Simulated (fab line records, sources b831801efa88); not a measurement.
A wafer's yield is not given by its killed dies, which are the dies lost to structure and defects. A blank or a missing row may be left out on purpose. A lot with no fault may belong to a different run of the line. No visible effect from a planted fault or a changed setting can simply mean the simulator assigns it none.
The tool behind it: which one? :: flow gf180mcu :: Sampling: 6 lots, 18 wafers, 4 of 602 route steps

## WHAT THE GAUGES READ, wafer by wafer
GF_M4_RS_MEAS_05: a four-point-probe measurement.
lot: L705
measured: day 23 07:38
on: film metro-03
M4_ALCU_RS (ohm/sq): 0.0690 0.0698 0.0701

lot: L713
measured: day 26 04:54
on: film metro-03
M4_ALCU_RS (ohm/sq): 0.0695 0.0503 0.0687

lot: L715
measured: day 27 06:19
on: film metro-04
M4_ALCU_RS (ohm/sq): 0.0692 0.0695 0.0700

lot: L719
measured: day 28 05:29
on: film metro-03
M4_ALCU_RS (ohm/sq): 0.0711 0.0706 0.0708

lot: L723
measured: day 28 22:01
on: film metro-03
M4_ALCU_RS (ohm/sq): 0.0702 0.0689 0.0687

lot: L726
measured: day 29 13:27
on: film metro-04
M4_ALCU_RS (ohm/sq): 0.0705 0.0699 0.0683

## WHICH TOOL RAN EACH LOT (tool, then ch and the chambers of the sampled wafers, then the start)
lot: L705
GF_V3_ETCH_16: rie diel-03 ch 1,2,3, day 23 06:01
GF_V3_SPUTTER_21: pvd sputter-01, day 23 06:41
GF_M4_SPUTTER_02: pvd sputter-02, day 23 07:31

lot: L713
GF_V3_ETCH_16: rie diel-02 ch 1,2, day 26 03:19
GF_V3_SPUTTER_21: pvd sputter-01, day 26 03:59
GF_M4_SPUTTER_02: pvd sputter-02, day 26 04:49

lot: L715
GF_V3_ETCH_16: rie diel-03 ch 0,1,3, day 27 04:43
GF_V3_SPUTTER_21: pvd sputter-02, day 27 05:23
GF_M4_SPUTTER_02: pvd sputter-04, day 27 06:13

lot: L719
GF_V3_ETCH_16: rie diel-03 ch 1,2,3, day 28 03:55
GF_V3_SPUTTER_21: pvd sputter-02, day 28 04:34
GF_M4_SPUTTER_02: pvd sputter-01, day 28 05:24

lot: L723
GF_V3_ETCH_16: rie diel-04 ch 0,1,3, day 28 20:26
GF_V3_SPUTTER_21: pvd sputter-01, day 28 21:06
GF_M4_SPUTTER_02: pvd sputter-04, day 28 21:55

lot: L726
GF_V3_ETCH_16: rie diel-02 ch 0,1, day 29 11:50
GF_V3_SPUTTER_21: pvd sputter-01, day 29 12:30
GF_M4_SPUTTER_02: pvd sputter-02, day 29 13:19
- GF_V3_ETCH_16: etches BARC in N2/H2.
- GF_V3_SPUTTER_21: material Ti, target thk 15 nm, time 80.02 s.
- GF_M4_SPUTTER_02: material AlCu, target thk 450 nm, time 23.9 s.

## THE ANSWER, worked out from the rows above alone
Rule: the lots themselves supply what counts as usual. The widest of any qualifying gaps counts: lots, ordered by their means at a reading, are off when they make up no more than a third of the lots, leave a main group of 4 or more, and stand apart from it by 3 or more times the standard deviation of that group's means. A main group is skipped when, at the precision printed for the reading in the tables above, its means are all equal. Also off: a lot with no number at a reading for which 4 or more lots have one. All remaining lots with rows at the step are treated as sound.
Off: L713, at GF_M4_RS_MEAS_05 (M4_ALCU_RS). Mean 0.0698 ohm/sq and standard deviation 0.00055 in the main group.
If a tool, at a process step before that reading, ran all the lots that are off and no sound lot after the first of them, it fits. Those tools and the gauges at GF_M4_RS_MEAS_05 are tried in the same way. Of those tried, none fits.

## WHAT HAD BEEN PUT IN BY THE SIMULATOR
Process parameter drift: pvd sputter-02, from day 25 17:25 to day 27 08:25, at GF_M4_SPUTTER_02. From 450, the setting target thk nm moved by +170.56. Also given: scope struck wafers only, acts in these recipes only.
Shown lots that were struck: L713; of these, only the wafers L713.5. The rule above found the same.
